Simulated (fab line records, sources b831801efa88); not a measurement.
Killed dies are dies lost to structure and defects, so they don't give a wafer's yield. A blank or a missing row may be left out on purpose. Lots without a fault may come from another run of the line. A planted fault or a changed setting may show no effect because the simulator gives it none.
A struck lot beside a sound one | flow sky130 | 18 steps out of a route of 708
Sound: wafers L743.2, L743.4, L743.6. Struck: wafer L753.1. (L753.4, L753.5 of the same lot were not struck and are left out.) The cause comes at the end.
At each step with rows: each side's tool, then ch and its chambers, then its first start. Under that, the readings that differ: sound wafers | struck wafers | difference of the means | sigmas: that difference in standard deviations of wafers without a fault.
alike: readings whose means differ by less than 2 such deviations, and words and numbers that are the same on both sides. not compared: withheld readings, readings that some wafer has no value for, bounds like >300 that may hide the same value, and numbers for which the record gives no deviation and whose values overlap.
The two part at a step that has a row with sigmas, a row that says differs or no value, or rows on one side only. Numbers that don't overlap but have no deviation are shown without sigmas and don't part them. A reading that every wafer of one side lacks parts them only if that side has two wafers or more.

first, 5 steps without rows for these wafers: SKY_VIA4_COAT_06 (resist thk 1140 nm); SKY_VIA4_SOFTBAKE_07 (time 60 s); SKY_VIA4_EXPOSE_08 (exposes mask VIM4, target cd 800 nm); SKY_VIA4_PEB_09; SKY_VIA4_DEVELOP_10 (develop time 60 s).
SKY_VIA4_OVL_MEAS_11:
  sound on overlay-01, day 43 08:28; struck on overlay-01, day 46 05:20
  alike: VIA4_OVL
SKY_VIA4_ETCH_12: etches SiO2 in C4F8/O2/Ar, stops on TiN, target depth 580 nm.
  sound on rie_diel-04 ch 1,3, day 43 08:29; struck on rie_diel-01 ch 1, day 46 05:22
  alike: oes_product_au
SKY_VIA4_STRIP_13: strips in O2/N2.
  sound on plasma_asher-01 ch 0,1, day 43 08:34; struck on plasma_asher-01 ch 1, day 46 05:26
  alike: drypump_motor_current_A, oes_product_au, strip_time_to_endpoint_s
  not compared: rf_hours_counter_h
then, 3 steps without rows for these wafers: SKY_VIA4_STRIP_14 (strips in post etch residue remover, time 1200 s); SKY_VIA4_CLEAN_15 (cleans in IPA, time 180 s); SKY_VIA4_CLEAN_16 (cleans in O3/DIW).
SKY_VIA4_SPUTTER_17: material TiN, target thk 20 nm, time 80 s.
  sound on pvd_sputter-01, day 43 09:10; struck on pvd_sputter-04, day 46 06:02
  alike: throttle_valve_pct
SKY_VIA4_CVD_18: deposits W, target thk 505 nm, time 152.14 s.
  sound on cvd_w-01 ch 0,1, day 43 09:13; struck on cvd_w-01 ch 0, day 46 06:05
  reading                            | sound                | struck | difference | sigmas
  heater_power_outer_w (W)           | 431 619 614          | 855    | +300       | +4
  heater_power_w (W)                 | 730 971 980          | 1278   | +384       | +4
  susceptor_temp_C (C)               | 399.83 400.16 400.29 | 446.99 | +46.90     | +99 or more
  model.W_of_VIA4_CVD_18.thk_nm (nm) | 502.8 503.4 509.2    | 842.5  | +337.4     |
SKY_VIA4_RS_MEAS_19: measures by four-point-probe.
  sound on film_metro-03, day 43 09:23; struck on film_metro-03, day 46 06:14
  reading            | sound             | struck | difference | sigmas
  VIA4_W_RS (ohm/sq) | 0.227 0.227 0.224 | 0.135  | -0.091     | -30
SKY_VIA4_THK_MEAS_20: measures by xrf.
  sound on film_metro-03, day 43 09:30; struck on film_metro-03, day 46 06:22
  reading         | sound       | struck | difference | sigmas
  VIA4_W_THK (nm) | 496 497 504 | 823    | +324       | +45
SKY_VIA4_CMP_21: polishes, stops on SiO2, t overpolish 25 s, target thk 0 nm.
  sound on cmp-02 ch 0,2,3, day 43 09:33; struck on cmp-01 ch 3, day 46 06:25
  reading                | sound         | struck | difference | sigmas
  motor_current_A (A)    | 12.1 10.3 9.2 | 12.9   | +2.4       | +2
  time_to_endpoint_s (s) | 126 111 117   | 214    | +96        | +14
  alike: slurry_flow_ml_min
SKY_METAL5_SPUTTER_00: material Ti, target thk 15 nm, time 10 s.
  sound on pvd_sputter-04, day 43 09:51; struck on pvd_sputter-01, day 46 06:43
  alike: throttle_valve_pct
SKY_PAD_OPEN_PROBE_99:
  the record has rows for the sound wafers here (prober-02, day 46 05:29) and none for the struck ones

WHERE THEY PART
First at SKY_VIA4_CVD_18; last, within this record, at SKY_PAD_OPEN_PROBE_99.

WHY: what the simulator had put in
Process parameter drift: cvd_w-01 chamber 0, from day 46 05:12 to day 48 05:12, at SKY_VIA4_CVD_18. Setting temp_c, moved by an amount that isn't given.
